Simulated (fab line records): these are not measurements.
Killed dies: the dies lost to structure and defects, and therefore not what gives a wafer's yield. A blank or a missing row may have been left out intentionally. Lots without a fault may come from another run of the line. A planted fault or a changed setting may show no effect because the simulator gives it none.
Code-filled problem report in 8D (eight disciplines) form	flow gf180mcu	the parts of the form that need people (team, actions taken, sign-off) are left out
Where a reading is given only as a bound, like >300, the bound stands for it, and a mean or a difference that rests on one is marked > or <: the true number lies beyond.

1. WHAT IS WRONG
Mean M1_ALCU_RS at GF_M1_RS_MEAS_05: 7.1561 ohm/sq over 6 wafers in 2 lots; fault-free wafers: 0.0697 ohm/sq, standard deviation 0.00067. So: +99 or more standard deviations from the usual mean.
The step: measures by four-point-probe.
The first sign was on wafer L527.1 at day 20 14:46, on film_metro-01. At this step, 36 wafers from 12 lots have a number in the record. Rule for "out", or "out of limits": more than 4 standard deviations from the usual mean. The rest of the wafers with a number are treated as sound.

2. WHAT IT IS, AND WHAT IT ISN'T
question	is	is not
which readings at this step	M1_ALCU_RS	-
which lots	L527, L528	L516, L517, L521, L522, L523, L524, L532, L533, L534, L535
which wafers of those lots	all that have a number	-
read on which gauges	film_metro-01, film_metro-02	film_metro-03
when	from day 20 14:46	up to then (18 sound wafers); but 12 sound wafers of L532, L533, L534, L535 came after

3. SUSPECTS, AND WHAT RULES EACH OUT
Counting: any tool at a process step up to the reading is kept as a suspect provided that every lot that is out went through it and no sound lot did after the first of them.
- the gauge at GF_M1_RS_MEAS_05: ruled out. Those wafers that are out were read across 2 gauges (film_metro-01, film_metro-02).
- cvd_w-01 at GF_CONTACT_CVD_24 (deposits W, target thk 300 nm, time 90.339 s): ruled out as a lasting fault. The sound lots L532, L533 went through it after L527, its earliest lot that is out (day 20 13:58).
- pvd_sputter-01 at GF_M1_SPUTTER_02 (material AlCu, target thk 450 nm, time 23.9 s): ruled out as a lasting fault. The sound lots L535 went through it after L527, its earliest lot that is out (day 20 14:41).
Left after counting: nothing in the record.

4. THE CAUSE (what the simulator had put in)
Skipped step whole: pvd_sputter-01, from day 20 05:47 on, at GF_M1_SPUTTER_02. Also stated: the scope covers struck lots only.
The count ruled it out by mistake, since the rule takes a fault to strike every lot its tool runs from the start of the fault on, and this one did not do so.

5. THE CHAIN OF EFFECTS, in route order
Rows list readings where the struck wafers' mean (over those with a number) sits beyond 3 standard deviations from the usual. Readings are gone through only where the record gives a usual standard deviation; hours: the median, over the lots, of the time from a lot's start at the first step in this table giving one to that lot's start at this step; sigmas: the change measured in usual standard deviations.
hours	step	reading	usual	on struck wafers	change	sigmas
0	GF_M1_RS_MEAS_05	M1_ALCU_RS	0.0697 ohm/sq	7.1561	+7.0864	+99 or more
0	GF_M1_THK_MEAS_06	M1_ALCU_THK	452 nm	<0	<-452	<-85
285	GF_PASSIVATION_PROBE_99	defect_limited_yield	90.4 %	0.0	-90.4	-65
285	GF_PASSIVATION_PROBE_99	killed_at_M0_to_M3	21	466	+445	+99
285	GF_PASSIVATION_PROBE_99	killed_dies	47	492	+445	+66
285	GF_PASSIVATION_PROBE_99	killed_on_rim	9	96	+87	+28
285	GF_PASSIVATION_PROBE_99	sort_bin_5_function	5.6 %	96.0	+90.4	+82
285	GF_PASSIVATION_PROBE_99	sort_n_pass	445	0	-445	-66
285	GF_PASSIVATION_PROBE_99	sort_yield_pct	90.4 %	0.0	-90.4	-65
The process steps in it:
- GF_PASSIVATION_PROBE_99
Readings that are blank on the struck wafers while sound wafers have them: cathode_dc_power_W at GF_M1_SPUTTER_02; chamber_pressure_pa at GF_M1_SPUTTER_02; throttle_valve_pct at GF_M1_SPUTTER_02.
Later steps that measure or inspect, where all struck wafers having a row at the step show a number for every such reading and not one has moved that far: GF_M1_CD_MEAS_14.

6. WHAT WOULD HAVE CAUGHT IT SOONER
The first out-of-limits reading at a measuring or inspecting step in this record came at day 20 14:46, 9 hours after the fault's start at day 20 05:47.
At GF_M1_SPUTTER_02 the tool's readings are blank on the struck wafers, where sound wafers have them: an empty tool record is the first sign, and it was there at once.
